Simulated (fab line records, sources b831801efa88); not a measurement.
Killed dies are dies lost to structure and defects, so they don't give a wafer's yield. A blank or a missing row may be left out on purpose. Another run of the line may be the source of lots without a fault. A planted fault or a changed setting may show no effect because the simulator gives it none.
Lot-split experiment ; flow sky130 ; 23 wafers read across 5 lots, on a route 708 steps long

== SPLIT DETAILS ==
At SKY_LI_CONTACT_EXPOSE_09 (exposes mask LICM1, target cd 170 nm), the setting dose-mj was moved away from the recipe's 38 on 8 of the 23 wafers read, by -4.1% to +6.5%. All remaining wafers had this setting at the recipe value.

== FROM THE SPLIT TO THE READING: what the file shows between them, 2 steps ==
- SKY_LI_CONTACT_PEB_10
- SKY_LI_CONTACT_DEVELOP_11: develop time 60 s

== THE READING ==
Shown in nm: cd-nm at SKY_LI_CONTACT_CD_MEAS_12, with target cd 170 nm. Typical for fault-free wafers on this fab line: 170.2 nm, with standard deviation 1.3 nm.

wafer;tool, chamber at the split;dose-mj as run;against the recipe;cd-nm, nm;against lot-mates on the recipe
L076.2;krf-scanner-01, 0;36.53;-3.9%;163.5;-7.3
L076.3;krf-scanner-01, 0;38;recipe;170.8;-
L076.4;krf-scanner-01, 0;38;recipe;171.4;-
L076.5;krf-scanner-01, 0;36.53;-3.9%;162.6;-8.2
L076.6;krf-scanner-01, 0;38;recipe;170.1;-
L080.1;krf-scanner-02, 0;38;recipe;169.6;-
L080.3;krf-scanner-02, 0;40.46;+6.5%;181.9;+12.3
L080.4;krf-scanner-02, 0;40.46;+6.5%;181.8;+12.2
L080.5;krf-scanner-02, 0;40.46;+6.5%;180.6;+11.0
L080.6;krf-scanner-02, 0;38;recipe;169.6;-
L081.1;krf-scanner-02, 0;36.46;-4.1%;162.0;-7.8
L081.2;krf-scanner-02, 0;38;recipe;169.2;-
L081.3;krf-scanner-02, 0;36.46;-4.1%;162.1;-7.7
L081.4;krf-scanner-02, 0;36.46;-4.1%;163.1;-6.7
L081.6;krf-scanner-02, 0;38;recipe;170.3;-
L082.1;krf-scanner-01, 0;38;recipe;169.6;-
L082.2;krf-scanner-01, 0;38;recipe;171.2;-
L082.4;krf-scanner-01, 0;38;recipe;170.5;-
L082.5;krf-scanner-01, 0;38;recipe;171.1;-
L082.6;krf-scanner-01, 0;38;recipe;170.0;-
L084.3;krf-scanner-01, 0;38;recipe;170.5;-
L084.5;krf-scanner-01, 0;38;recipe;170.4;-
L084.6;krf-scanner-01, 0;38;recipe;171.0;-

THE FIT
A straight line over all 23 wafers: cd-nm changes by +1.8 nm for each +1% of dose-mj; r = +0.99; the points scatter about the line by 0.69 nm.
The same after taking each lot's own level away (the mean of its wafers on the recipe; 23 wafers): +1.85 nm for each +1%; r = +1.00; scatter 0.55 nm.
According to that fit, moving dose-mj by its largest amount changes the reading by 12 nm.
Measured against the standard deviation above, the lots' own levels, which go from 169.60 to 170.77 nm, span 0.9 times it.
So the lot-to-lot level changes the slope little: the two slopes agree.
Check: with one of the wafers moved furthest among these (+6.5%) left out of the fit, the line predicts +11.8 nm for it against its lot-mates. Against them it came out at +12.3 nm.

== OTHER SPLITS ON THESE WAFERS ==
Note: prior to the reading, these wafers also went through further splits. Each is held against what the fit with the lots' levels taken away leaves over:
other split on the same wafers;wafers away from the commonest value;r with cd-nm (lot level and that fit taken away)
SKY_LDD_HVN_STRIP_09 power-w;11;-0.30
SKY_SD_P_DEVELOP_06 dev-temp-c;4;+0.12
SKY_SD_P_IMPLANT_09 dose-cm2;4;-0.06
SKY_RES_XHIGH_IMPLANT_07 energy-kev;4;-0.02
SKY_SD_N_COAT_02 spin-rpm;7;-0.18
SKY_SD_N_IMPLANT_09 energy-kev;9;-0.20
SKY_LI_CONTACT_CMP_02 leave-above-ref-nm;8;-0.22

== THE WHOLE CHAIN: every reading that the file lists as answering this split, in the file's order ==
step;what it does;reading;change (the file's fit);r (the file's)
SKY_LI_CONTACT_CD_MEAS_12;target cd 170 nm;cd-nm;+1.86 nm for each +1% of the setting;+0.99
SKY_LI_CONTACT_ETCH_14;etches BARC in N2/H2, stops on SiO2, time 45.9 s, target depth 60 nm;LI_CONTACT.cd-nm (the simulator's own value, which no gauge read);+1.9 nm for each +1% of the setting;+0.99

== FILE'S OWN FIT ==
cd-nm changes by +1.86 nm for each +1% of dose-mj, r = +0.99.
